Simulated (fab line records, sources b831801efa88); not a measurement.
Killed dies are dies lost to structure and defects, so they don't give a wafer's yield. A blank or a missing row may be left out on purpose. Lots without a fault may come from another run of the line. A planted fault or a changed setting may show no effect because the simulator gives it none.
Which tool did it? | flow sky130 | 13 lots, 39 wafers sampled, at 5 steps of a route of 708

WHAT THE GAUGES READ, wafer by wafer
The record holds no reading of a measuring or inspecting step that can be judged against a usual standard deviation.

WHICH TOOL RAN EACH LOT (tool, then ch and the chambers of the sampled wafers, then the start)
lot  | SKY_CONTACT_STRIP_20            | SKY_METAL1_DESCUM_17              | SKY_VIA2_CVD_21               | SKY_METAL3_SPUTTER_00        | SKY_PAD_OPEN_PROBE_99
L628 | wet_bench-02 ch 1, day 32 08:50 | rie_metal-01 ch 0,1, day 33 13:17 | cvd_w-02 ch 0,1, day 37 03:11 | pvd_sputter-01, day 37 03:47 | -
L629 | wet_bench-01 ch 3, day 32 17:29 | rie_metal-02 ch 0, day 33 22:08   | cvd_w-01 ch 0,1, day 37 16:04 | pvd_sputter-01, day 37 16:40 | prober-01, day 47 02:02
L631 | wet_bench-03 ch 0, day 33 07:06 | rie_metal-03 ch 0,1, day 34 11:54 | cvd_w-01 ch 0,1, day 38 02:14 | pvd_sputter-01, day 38 02:47 | -
L632 | wet_bench-03 ch 3, day 34 02:32 | rie_metal-02 ch 0,1, day 35 07:11 | cvd_w-01 ch 0,1, day 38 22:39 | pvd_sputter-01, day 38 23:16 | -
L633 | wet_bench-03 ch 1, day 34 08:29 | rie_metal-01 ch 0, day 35 12:56   | cvd_w-01 ch 0,1, day 39 03:06 | pvd_sputter-01, day 39 04:18 | -
L635 | wet_bench-02 ch 2, day 34 18:27 | rie_metal-03 ch 0,1, day 35 22:57 | cvd_w-02 ch 0, day 39 12:14   | pvd_sputter-01, day 39 12:58 | -
L637 | wet_bench-03 ch 2, day 35 12:06 | rie_metal-01 ch 0,1, day 36 16:51 | cvd_w-02 ch 0,1, day 40 05:16 | pvd_sputter-04, day 40 05:52 | -
L640 | wet_bench-02 ch 3, day 36 10:27 | rie_metal-01 ch 0,1, day 37 14:52 | cvd_w-02 ch 0,1, day 41 00:21 | pvd_sputter-01, day 41 00:55 | -
L642 | wet_bench-02 ch 1, day 36 16:08 | rie_metal-03 ch 0,1, day 37 20:41 | cvd_w-01 ch 0,1, day 41 07:53 | pvd_sputter-01, day 41 08:29 | -
L641 | wet_bench-01 ch 0, day 36 17:17 | rie_metal-01 ch 0,1, day 37 22:36 | cvd_w-01 ch 0,1, day 41 09:54 | pvd_sputter-04, day 41 10:31 | -
L648 | wet_bench-03 ch 0, day 38 05:53 | rie_metal-03 ch 0,1, day 39 09:14 | cvd_w-01 ch 0,1, day 42 16:32 | pvd_sputter-01, day 42 17:22 | prober-02, day 50 22:06
L649 | wet_bench-02 ch 1, day 38 11:41 | rie_metal-01 ch 0,1, day 39 15:43 | cvd_w-01 ch 0,1, day 42 23:20 | pvd_sputter-02, day 42 23:54 | prober-01, day 51 02:28
L651 | wet_bench-01 ch 3, day 39 06:16 | rie_metal-03 ch 0,1, day 40 09:22 | cvd_w-02 ch 0,1, day 43 17:16 | pvd_sputter-04, day 43 18:04 | -
- SKY_CONTACT_STRIP_20: strips in post etch residue remover, time 1200 s.
- SKY_METAL1_DESCUM_17: chemistry O2, time 8 s.
- SKY_VIA2_CVD_21: deposits W, target thk 420 nm, time 126.4 s.
- SKY_METAL3_SPUTTER_00: material Ti, target thk 15 nm, time 10 s.
- SKY_PAD_OPEN_PROBE_99

WHAT THE TOOLS THEMSELVES READ (means of the sampled wafers that have a number; where no wafer has one, the mark that the record gives instead)
SKY_CONTACT_STRIP_20. Usual: bath_guard_temp_C 72.9 C, standard deviation 0.64; bath_heat_duty_pct 14.5 %, standard deviation 1.3.
lot  | tool         | bath_guard_temp_C (C) | bath_heat_duty_pct (%) | flag
L628 | wet_bench-02 | 73.7                  | 13.4                   |
L629 | wet_bench-01 | 72.5                  | 14.9                   |
L631 | wet_bench-03 | 72.7                  | 14.3                   |
L632 | wet_bench-03 | 73.3                  | 14.8                   |
L633 | wet_bench-03 | 71.8                  | 13.4                   |
L635 | wet_bench-02 | 72.1                  | 18.3                   |
L637 | wet_bench-03 | 72.7                  | 16.0                   |
L640 | wet_bench-02 | 73.2                  | 13.2                   |
L642 | wet_bench-02 | 73.6                  | 14.4                   |
L641 | wet_bench-01 | 72.5                  | 13.6                   |
L648 | wet_bench-03 | -                     | -                      | OFF
L649 | wet_bench-02 | -                     | -                      | OFF
L651 | wet_bench-01 | 72.7                  | 14.5                   |

SKY_METAL1_DESCUM_17. Usual: drypump_motor_current_A 5.9 A, standard deviation 0.53; oes_product_au 1.002 a.u., standard deviation 0.011.
lot  | tool         | drypump_motor_current_A (A) | oes_product_au (a.u.) | flag
L628 | rie_metal-01 | 5.4                         | 1.004                 |
L629 | rie_metal-02 | 5.9                         | 1.000                 |
L631 | rie_metal-03 | 5.9                         | 0.992                 |
L632 | rie_metal-02 | 6.1                         | 1.005                 |
L633 | rie_metal-01 | 6.4                         | 1.019                 |
L635 | rie_metal-03 | 6.0                         | 0.990                 |
L637 | rie_metal-01 | 5.9                         | 1.011                 |
L640 | rie_metal-01 | 5.9                         | 1.003                 |
L642 | rie_metal-03 | 6.0                         | 0.994                 |
L641 | rie_metal-01 | 5.9                         | 1.010                 |
L648 | rie_metal-03 | 5.9                         | 0.999                 |
L649 | rie_metal-01 | 5.9                         | 1.011                 |
L651 | rie_metal-03 | 6.0                         | 0.995                 |

SKY_VIA2_CVD_21. Usual: heater_power_w 817 W, standard deviation 98.
lot  | tool     | heater_power_w (W) | flag
L628 | cvd_w-02 | 842                |
L629 | cvd_w-01 | 852                |
L631 | cvd_w-01 | 857                |
L632 | cvd_w-01 | 771                |
L633 | cvd_w-01 | 859                |
L635 | cvd_w-02 | 781                |
L637 | cvd_w-02 | 798                |
L640 | cvd_w-02 | 825                |
L642 | cvd_w-01 | 779                |
L641 | cvd_w-01 | 859                |
L648 | cvd_w-01 | 857                |
L649 | cvd_w-01 | 790                |
L651 | cvd_w-02 | 808                |

SKY_METAL3_SPUTTER_00. Usual: throttle_valve_pct 29.9 %, standard deviation 1.4.
lot  | tool           | throttle_valve_pct (%) | flag
L628 | pvd_sputter-01 | 30.2                   |
L629 | pvd_sputter-01 | 28.8                   |
L631 | pvd_sputter-01 | 29.1                   |
L632 | pvd_sputter-01 | 28.5                   |
L633 | pvd_sputter-01 | 29.6                   |
L635 | pvd_sputter-01 | 28.9                   |
L637 | pvd_sputter-04 | 31.5                   |
L640 | pvd_sputter-01 | 29.4                   |
L642 | pvd_sputter-01 | 28.7                   |
L641 | pvd_sputter-04 | 31.1                   |
L648 | pvd_sputter-01 | 28.8                   |
L649 | pvd_sputter-02 | 29.9                   |
L651 | pvd_sputter-04 | 30.7                   |

SKY_PAD_OPEN_PROBE_99. Usual: killed_at_M0_to_M3 42, standard deviation 6.7; killed_at_M4_up 3.0, standard deviation 1.9; killed_at_contacts 24, standard deviation 5.3; killed_at_front_end 16, standard deviation 4.3; killed_at_other 0.4, standard deviation 0.71; killed_dies 85, standard deviation 9.6; killed_open 46, standard deviation 6.5; killed_short 39, standard deviation 6.7.
lot  | tool      | killed_at_M0_to_M3 | killed_at_M4_up | killed_at_contacts | killed_at_front_end | killed_at_other | killed_dies | killed_open | killed_short | flag
L629 | prober-01 | 41                 | 4.7             | 28                 | 15                  | 0.7             | 89          | 45          | 44           |
L648 | prober-02 | 32                 | 2.0             | 24                 | 26                  | 0.0             | 84          | 50          | 33           |
L649 | prober-01 | 36                 | 5.0             | 25                 | 12                  | 0.0             | 78          | 40          | 38           |

THE ANSWER, worked out from the rows above alone
Rule: a lot is off if the mean of its wafers that have a number lies more than 3 standard deviations from the usual mean. A lot without any number at a reading at which 4 lots or more have one is off too. The other lots that the step has rows for count as sound. The gauges are gone through in route order, then the tools' own readings, and for those a lot's mean is taken as printed above. The first step at which some lot is off is used, and at that step the reading that is off furthest; a lot without a number counts as furthest.
Off: L648, L649, at SKY_CONTACT_STRIP_20 (bath_guard_temp_C). Without a number there: L648, L649.
A tool fits if, at that step or a process step before it, it ran every lot that is off, and no sound lot after the first of them. None of those tried fits.

WHAT THE SIMULATOR HAD PUT IN
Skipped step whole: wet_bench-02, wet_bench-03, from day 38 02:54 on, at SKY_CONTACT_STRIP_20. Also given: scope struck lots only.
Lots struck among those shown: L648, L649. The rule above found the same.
